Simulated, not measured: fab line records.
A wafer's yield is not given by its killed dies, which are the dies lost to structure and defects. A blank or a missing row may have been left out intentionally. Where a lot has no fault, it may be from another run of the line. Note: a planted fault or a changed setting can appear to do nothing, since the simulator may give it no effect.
Which tool did it?	flow sky130	Sampling: 12 lots, 36 wafers, 4 of 708 route steps

== WHAT THE GAUGES SHOWED, per wafer ==
SKY_METAL5_RS_MEAS_05: the measuring method here is four-point-probe. Usual: for METAL5_ALCU_RS the level is 0.02696 ohm/sq and the standard deviation is 0.00022.
lot	measured	on	METAL5_ALCU_RS (ohm/sq)	flag
L899	day 42 09:22	filmMetro-02	0.02662 0.02662 0.02644	
L901	day 43 17:37	filmMetro-03	0.02694 0.02701 0.02697	
L907	day 45 04:55	filmMetro-04	0.02713 0.02716 0.02695	
L908	day 45 06:46	filmMetro-02	0.02707 0.02711 0.02695	
L909	day 45 18:45	filmMetro-04	0.02698 0.02697 0.027	
L911	day 46 01:20	filmMetro-04	0.02715 0.0272 0.02713	
L910	day 46 01:56	filmMetro-02	0.02758 0.0274 0.02738	
L912	day 46 08:38	filmMetro-03	0.0268 0.02712 0.027	
L914	day 47 00:50	filmMetro-03	0.02696 0.02679 0.02667	
L915	day 47 07:23	filmMetro-03	0.02676 0.02679 0.02672	
L916	day 47 11:52	filmMetro-03	0.02693 0.02681 0.02694	
L920	day 48 15:00	filmMetro-03	0.02646 0.02649 0.02657	

SKY_PASSIVATION_THK_MEAS_03. Usual: for PASSIVATION_CVD_02_THK the level is 541 nm and the standard deviation is 6.7.
lot	measured	on	PASSIVATION_CVD_02_THK (nm)	flag
L899	day 43 09:25	filmMetro-01	534 545 543	
L901	day 44 17:17	filmMetro-04	536 542 547	
L907	day 46 01:55	filmMetro-01	532 528 535	
L908	day 46 03:55	filmMetro-01	541 537 553	
L909	day 46 16:12	filmMetro-04	533 544 543	
L911	day 46 22:11	filmMetro-02	541 543 543	
L910	day 46 22:56	filmMetro-01	530 541 543	
L912	day 47 05:59	filmMetro-01	543 546 552	
L914	day 47 22:05	filmMetro-04	531 528 534	
L915	day 48 03:46	filmMetro-02	532 536 545	
L916	day 48 08:26	filmMetro-04	542 544 543	
L920	day 49 09:33	filmMetro-04	534 543 545	

== EACH LOT AND THE TOOL THAT RAN IT (in order: tool; ch and the chambers of the sampled wafers; start) ==
lot	SKY_CAPM_STRIP_14	SKY_VIA4_CVD_18
L899	plasmaAsher-02 ch 0,1, day 37 00:02	cvdW-02 ch 0,1, day 42 08:34
L901	plasmaAsher-02 ch 0,1, day 38 08:21	cvdW-02 ch 0,1, day 43 16:49
L907	plasmaAsher-02 ch 0,1, day 40 01:21	cvdW-01 ch 0,1, day 45 04:07
L908	plasmaAsher-01 ch 0,1, day 40 03:28	cvdW-01 ch 0,1, day 45 05:57
L909	plasmaAsher-01 ch 0,1, day 40 17:21	cvdW-01 ch 1, day 45 17:07
L911	plasmaAsher-02 ch 0,1, day 40 21:29	cvdW-02 ch 0,1, day 45 22:38
L910	plasmaAsher-01 ch 1, day 40 22:58	cvdW-02 ch 0,1, day 45 23:47
L912	plasmaAsher-02 ch 0,1, day 41 10:56	cvdW-02 ch 0,1, day 46 07:38
L914	plasmaAsher-02 ch 0,1, day 42 03:35	cvdW-02 ch 0,1, day 47 00:00
L915	plasmaAsher-02 ch 0,1, day 42 12:32	cvdW-02 ch 0,1, day 47 06:34
L916	plasmaAsher-02 ch 0,1, day 42 17:10	cvdW-01 ch 0,1, day 47 11:02
L920	plasmaAsher-04 ch 0,1, day 43 22:49	cvdW-02 ch 0,1, day 48 14:11
- SKY_CAPM_STRIP_14: strips in O2/N2.
- SKY_VIA4_CVD_18: deposits W, target thk 505 nm, time 152.14 s.

== WHAT THE TOOLS THEMSELVES READ (means of the sampled wafers that have a number; where no wafer has one, the mark that the record gives instead) ==
SKY_CAPM_STRIP_14. Usual: chamberPressureMTorr 1499.9 mTorr, standard deviation 1.4; drypumpMotorCurrentA 5.8 A, standard deviation 0.51; n2FlowSccm 300.1 sccm, standard deviation 0.82; oesProductAu 0.710 a.u., standard deviation 0.0045; stripTimeToEndpointS 12.66 s, standard deviation 0.044.
lot	tool	chamberPressureMTorr (mTorr)	drypumpMotorCurrentA (A)	n2FlowSccm (sccm)	oesProductAu (a.u.)	stripTimeToEndpointS (s)	flag
L899	plasmaAsher-02	1500.2	5.6	299.9	0.711	12.56	
L901	plasmaAsher-02	1499.9	5.4	299.5	0.716	12.70	
L907	plasmaAsher-02	1499.4	5.4	300.3	0.709	12.61	
L908	plasmaAsher-01	1500.5	6.5	299.9	0.710	12.63	
L909	plasmaAsher-01	1499.4	6.6	300.3	0.707	12.65	
L911	plasmaAsher-02	1499.5	5.6	299.9	0.711	12.65	
L910	plasmaAsher-01	1500.3	6.6	299.8	0.709	12.63	
L912	plasmaAsher-02	1501.0	5.6	299.5	0.709	12.69	
L914	plasmaAsher-02	1499.7	5.6	300.1	0.708	12.67	
L915	plasmaAsher-02	1499.7	5.6	300.6	0.707	12.63	
L916	plasmaAsher-02	1500.3	5.5	300.7	0.707	12.71	
L920	plasmaAsher-04	1500.5	5.4	300.1	0.712	12.68	

SKY_VIA4_CVD_18. Usual: heaterPowerW 840 W, standard deviation 97.
lot	tool	heaterPowerW (W)	flag
L899	cvdW-02	765	
L901	cvdW-02	801	
L907	cvdW-01	923	
L908	cvdW-01	949	
L909	cvdW-01	916	
L911	cvdW-02	760	
L910	cvdW-02	819	
L912	cvdW-02	798	
L914	cvdW-02	829	
L915	cvdW-02	824	
L916	cvdW-01	947	
L920	cvdW-02	765	

== THE ANSWER, worked out from the rows above alone ==
Rule: a lot counts as off when the mean over its wafers that have a number is more than 3 standard deviations away from the usual mean. Also off: a lot with no number at a reading for which 4 or more lots have one. Any other lot the step has rows for is counted as sound. Order of review: gauges by route order, followed by the tools' own readings, for which a lot's mean as printed above is used. At the first step where some lot is off, the reading lying furthest off is the one used; lots without a number count as furthest.
No lot is off on any of the readings shown, so nothing can be concluded from this.

== WHAT WAS PUT IN BY THE SIMULATOR ==
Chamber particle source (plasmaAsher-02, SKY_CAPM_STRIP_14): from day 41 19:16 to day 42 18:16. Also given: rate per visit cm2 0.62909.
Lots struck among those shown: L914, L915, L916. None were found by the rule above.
